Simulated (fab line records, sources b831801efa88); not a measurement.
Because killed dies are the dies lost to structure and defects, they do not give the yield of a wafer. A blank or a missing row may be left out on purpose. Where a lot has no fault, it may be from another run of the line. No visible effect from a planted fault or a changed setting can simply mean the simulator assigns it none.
Which of the tools did it?    flow gf180mcu    35 wafers from 12 lots sampled at 3 of the route's 602 steps

## WHAT THE GAUGES SHOWED, per wafer
GF_V1_THK_MEAS_25: measures by xrf. Usual: V1_W_THK 341 nm, standard deviation 5.7.
lot   measured      on            V1_W_THK (nm)  flag
L963  day 18 07:26  filmMetro-04  343 333 340    
L966  day 19 17:49  filmMetro-02  341 337 339    
L968  day 20 15:58  filmMetro-02  350 339 344    
L969  day 20 18:55  filmMetro-01  349 337 344    
L970  day 21 17:17  filmMetro-02  343 349 350    
L971  day 21 23:25  filmMetro-04  333 343 332    
L972  day 22 00:45  filmMetro-02  343 341 339    
L973  day 22 11:41  filmMetro-04  344 342 333    
L980  day 24 17:16  filmMetro-01  349 338        
L982  day 25 08:52  filmMetro-01  351 337 344    
L983  day 25 16:15  filmMetro-04  332 331 338    
L985  day 26 05:29  filmMetro-04  338 335 344    

## TOOL THAT RAN EACH LOT (tool first, then ch and the chambers of the sampled wafers, then the start)
lot   GF_M1_STRIP_17                       GF_V1_EXPOSE_11
L963  plasmaAsher-03 ch 0,1, day 17 03:48  krfScanner-01 ch 0, day 17 17:46
L966  plasmaAsher-03 ch 0,1, day 18 14:44  krfScanner-01 ch 0, day 19 04:18
L968  plasmaAsher-03 ch 0,1, day 19 12:59  krfScanner-01 ch 0, day 20 02:07
L969  plasmaAsher-03 ch 0,1, day 19 16:58  krfScanner-01 ch 0, day 20 06:43
L970  plasmaAsher-03 ch 0,1, day 20 14:43  krfScanner-02 ch 0, day 21 03:51
L971  plasmaAsher-01 ch 0,1, day 20 21:06  krfScanner-02 ch 0, day 21 10:23
L972  plasmaAsher-01 ch 0,1, day 20 22:21  krfScanner-02 ch 0, day 21 11:47
L973  plasmaAsher-04 ch 0,1, day 21 09:28  krfScanner-01 ch 0, day 21 23:10
L980  plasmaAsher-03 ch 0, day 23 16:01    krfScanner-01 ch 0, day 24 05:37
L982  plasmaAsher-04 ch 0,1, day 24 08:44  krfScanner-02 ch 0, day 24 20:44
L983  plasmaAsher-01 ch 0,1, day 24 15:52  krfScanner-01 ch 0, day 25 04:54
L985  plasmaAsher-01 ch 0,1, day 25 05:40  krfScanner-02 ch 0, day 25 17:22
- GF_M1_STRIP_17: strips in O2/N2.
- GF_V1_EXPOSE_11: exposes mask Via1, target cd 260 nm.

## AS READ BY THE TOOLS THEMSELVES (means over the sampled wafers that have a number; for cases with no such wafer, the mark the record gives instead)
GF_M1_STRIP_17. Usual: drypumpMotorCurrentA 5.8 A, standard deviation 0.54; heaterPowerW 351 W, standard deviation 37; oesProductAu 0.536 a.u., standard deviation 0.0048; stripTimeToEndpointS 7.35 s, standard deviation 0.047.
lot   tool            drypumpMotorCurrentA (A)  heaterPowerW (W)  oesProductAu (a.u.)  stripTimeToEndpointS (s)  flag
L963  plasmaAsher-03  6.4                       349               0.536                7.33                      
L966  plasmaAsher-03  6.4                       350               0.537                7.38                      
L968  plasmaAsher-03  6.3                       347               0.536                7.35                      
L969  plasmaAsher-03  6.4                       368               0.534                7.31                      
L970  plasmaAsher-03  6.4                       367               0.537                7.39                      
L971  plasmaAsher-01  5.8                       382               0.538                7.37                      
L972  plasmaAsher-01  5.7                       377               0.534                7.36                      
L973  plasmaAsher-04  5.1                       310               0.538                7.35                      
L980  plasmaAsher-03  6.4                       384               0.538                7.36                      
L982  plasmaAsher-04  5.1                       316               0.538                7.34                      
L983  plasmaAsher-01  5.8                       388               0.536                7.27                      
L985  plasmaAsher-01  5.7                       382               0.529                7.31                      

GF_V1_EXPOSE_11. Usual: exposureDoseMJCm2 38.01, standard deviation 0.038; focusOffsetNm 0.0 nm, standard deviation 0.52.
lot   tool           exposureDoseMJCm2  focusOffsetNm (nm)  flag
L963  krfScanner-01  38.04              -0.6                
L966  krfScanner-01  38.06              -0.3                
L968  krfScanner-01  37.97              0.1                 
L969  krfScanner-01  37.98              0.4                 
L970  krfScanner-02  38.02              -0.3                
L971  krfScanner-02  38.03              -0.4                
L972  krfScanner-02  38.03              -0.2                
L973  krfScanner-01  38.01              -0.9                
L980  krfScanner-01  37.83              -0.4                OFF
L982  krfScanner-02  37.98              -0.1                
L983  krfScanner-01  37.73              0.0                 OFF
L985  krfScanner-02  38.05              0.1                 

## THE ANSWER, worked out from the rows above alone
Rule: lot off if the mean of its wafers having a number is beyond 3 standard deviations from the usual mean. A lot without any number at a reading at which 4 lots or more have one is off too. The other lots that the step has rows for count as sound. After the gauges, taken in route order, come the tools' own readings; for these a lot's mean is taken, as printed above. At the first step where some lot is off, the reading lying furthest off is the one used; lots without a number count as furthest.
Off, at GF_V1_EXPOSE_11 on exposureDoseMJCm2: L980, L983.
A tool fits if, at that step or a process step before it, it ran every lot that is off, and no sound lot after the first of them. One fits: krfScanner-01 at GF_V1_EXPOSE_11. Its last sound lot is L973 (day 21 23:10), its first lot that is off L980 (day 24 05:37): a fault that began between those two fits.
The tool's own readings at GF_V1_EXPOSE_11 bear it out: on the lots that are off they differ by more than 5 times the standard deviation of the sound lots' means. exposureDoseMJCm2 reads 37.78 there against 38.02 on the sound lots.

## WHAT THE SIMULATOR PUT IN
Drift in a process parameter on krfScanner-01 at GF_V1_EXPOSE_11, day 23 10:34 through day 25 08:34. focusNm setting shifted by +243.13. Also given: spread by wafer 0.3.
Shown lots that were struck: L980, L983. The rule given above showed the same thing.
